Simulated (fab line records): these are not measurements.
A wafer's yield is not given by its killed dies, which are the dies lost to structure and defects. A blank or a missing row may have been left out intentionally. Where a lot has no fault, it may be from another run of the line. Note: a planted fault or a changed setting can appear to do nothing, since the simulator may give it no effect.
Which of the tools did it?    flow gf180mcu    39 wafers from 13 lots sampled at 3 of the route's 602 steps

## WHAT THE GAUGES READ, wafer by wafer
GF_POLY_GATE_THK_MEAS_01. Usual: POLY_GATE_CVD_00_THK typically reads 199.8 nm, with standard deviation 2.3.
lot   measured      on             POLY_GATE_CVD_00_THK (nm)  flag
L332  day 8 14:49   film metro-02  197.4 198.1 197.2          
L333  day 8 20:20   film metro-01  199.8 200.9 201.2          
L336  day 9 17:24   film metro-01  199.9 202.9 199.9          
L339  day 10 09:38  film metro-01  200.6 201.0 200.5          
L343  day 11 19:05  film metro-01  199.9 199.3 201.7          
L345  day 12 03:06  film metro-01  200.9 199.0 198.1          
L348  day 13 04:17  film metro-02  201.2 201.2 201.5          
L349  day 13 09:56  film metro-01  202.5 201.4 202.2          
L350  day 13 13:46  film metro-01  200.8 201.5 201.5          
L352  day 14 11:17  film metro-02  198.9 198.6 198.9          
L353  day 14 14:35  film metro-02  194.1 193.3 192.6          
L354  day 14 16:06  film metro-03  200.0 199.7 199.8          
L355  day 15 05:18  film metro-01  205.1 201.1 203.9          

GF_HV_LDD_THK_MEAS_55. Usual: HV_LDD_CVD_54_THK typically reads 9.97 nm, with standard deviation 0.13.
lot   measured      on             HV_LDD_CVD_54_THK (nm)  flag
L332  day 12 12:17  film metro-03  9.96 9.95 9.87          
L333  day 12 19:26  film metro-04  9.91 9.89 9.85          
L336  day 14 00:09  film metro-03  9.97 9.99 10.10         
L339  day 14 15:25  film metro-02  10.16 9.94 9.98         
L343  day 16 06:01  film metro-02  9.90 9.93 9.88          
L345  day 16 15:07  film metro-03  10.01 9.96 10.02        
L348  day 17 22:16  film metro-02  10.18 10.10 10.15       
L349  day 18 01:56  film metro-03  9.80 9.87 10.05         
L350  day 18 08:31  film metro-04  9.88 9.95 10.02         
L352  day 19 08:05  film metro-03  9.99 10.02 10.03        
L353  day 19 12:16  film metro-03  9.92 10.00 9.92         
L354  day 19 15:22  film metro-03  9.64 9.66 9.74          
L355  day 20 04:40  film metro-03  9.95 9.94 9.87          

GF_HV_LDD_THK_MEAS_57. Usual: HV_LDD_CVD_56_THK typically reads 89.7 nm, with standard deviation 0.83.
lot   measured      on             HV_LDD_CVD_56_THK (nm)  flag
L332  day 12 13:46  film metro-03  88.2 88.1 88.5          
L333  day 12 21:52  film metro-02  89.8 89.8 89.1          
L336  day 14 01:38  film metro-02  88.2 88.7 87.9          
L339  day 14 16:54  film metro-04  90.2 90.1 90.2          
L343  day 16 07:31  film metro-04  90.1 90.2 90.3          
L345  day 16 16:35  film metro-04  88.5 88.7 89.0          
L348  day 17 23:46  film metro-03  89.4 88.8 89.2          
L349  day 18 03:25  film metro-02  90.7 90.5 90.4          
L350  day 18 10:01  film metro-02  88.7 89.7 89.8          
L352  day 19 09:34  film metro-02  90.7 89.6 89.7          
L353  day 19 13:45  film metro-03  89.9 89.5 90.5          
L354  day 19 16:52  film metro-03  89.4 90.7 90.8          
L355  day 20 06:09  film metro-02  88.8 89.1 89.6          

## WHAT TOOL EACH LOT RAN ON (gives the tool, then ch and the chambers of the sampled wafers, and finally the start)
The record shows no process step preceding these readings.

## WHAT THE TOOLS THEMSELVES READ (means of the sampled wafers that have a number; where no wafer has one, the mark that the record gives instead)
The record holds no such reading with a usual standard deviation.

## THE ANSWER, worked out from the rows above alone
Rule: a lot counts as off when the mean over its wafers that have a number is more than 3 standard deviations away from the usual mean. Also off: a lot with no number at a reading for which 4 or more lots have one. Where the step has rows for the other lots, those lots are counted as sound. First the gauges in route order, then the tools' own readings, where a lot's mean is used as printed above. At the first step where some lot is off, the reading lying furthest off is the one used; lots without a number count as furthest.
No lot is off on any of the readings shown, so nothing can be concluded from this.

## WHAT THE SIMULATOR HAD PUT IN
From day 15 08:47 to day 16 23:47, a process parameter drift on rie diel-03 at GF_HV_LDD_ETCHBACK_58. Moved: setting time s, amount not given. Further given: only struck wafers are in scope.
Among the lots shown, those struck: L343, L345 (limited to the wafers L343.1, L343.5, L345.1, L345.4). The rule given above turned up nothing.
